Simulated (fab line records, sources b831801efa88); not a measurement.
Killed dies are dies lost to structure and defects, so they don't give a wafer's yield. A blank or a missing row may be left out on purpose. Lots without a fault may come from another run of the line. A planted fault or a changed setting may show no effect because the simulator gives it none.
Which tool did it? | flow gf180mcu | 6 lots, 18 wafers sampled, at 1 step of a route of 602

WHAT THE GAUGES READ, wafer by wafer
GF_STI_THK_MEAS_30.
lot  | measured    | on            | STI_OXIDATION_02_THK (nm)
L174 | day 2 11:11 | film_metro-03 | 10.23 10.06 10.32
L177 | day 3 02:08 | film_metro-03 | 10.33 10.21 10.28
L180 | day 3 18:23 | film_metro-04 | 9.96 10.03 9.86
L182 | day 4 05:40 | film_metro-02 | 10.04 10.20 10.02
L191 | day 6 02:47 | film_metro-03 | 10.00 10.01 10.13
L193 | day 6 15:22 | film_metro-02 | 9.74 9.79 9.81

WHICH TOOL RAN EACH LOT (tool, then ch and the chambers of the sampled wafers, then the start)
The record holds no process step before these readings.

THE ANSWER, worked out from the rows above alone
Rule: what is usual is taken from the lots themselves. Put in order of their means at a reading, lots are off if they are a third of the lots or fewer, leave a main group of 4 or more, and stand apart from it by a gap of 3 or more times the standard deviation of the main group's means; of several such gaps the widest counts. A main group whose means are all the same, to the digits that the tables above print for the reading, isn't used. A lot without any number at a reading at which 4 lots or more have one is off too. The other lots that the step has rows for count as sound.
No lot is off at any reading shown: from this, nothing can be told.

WHAT THE SIMULATOR HAD PUT IN
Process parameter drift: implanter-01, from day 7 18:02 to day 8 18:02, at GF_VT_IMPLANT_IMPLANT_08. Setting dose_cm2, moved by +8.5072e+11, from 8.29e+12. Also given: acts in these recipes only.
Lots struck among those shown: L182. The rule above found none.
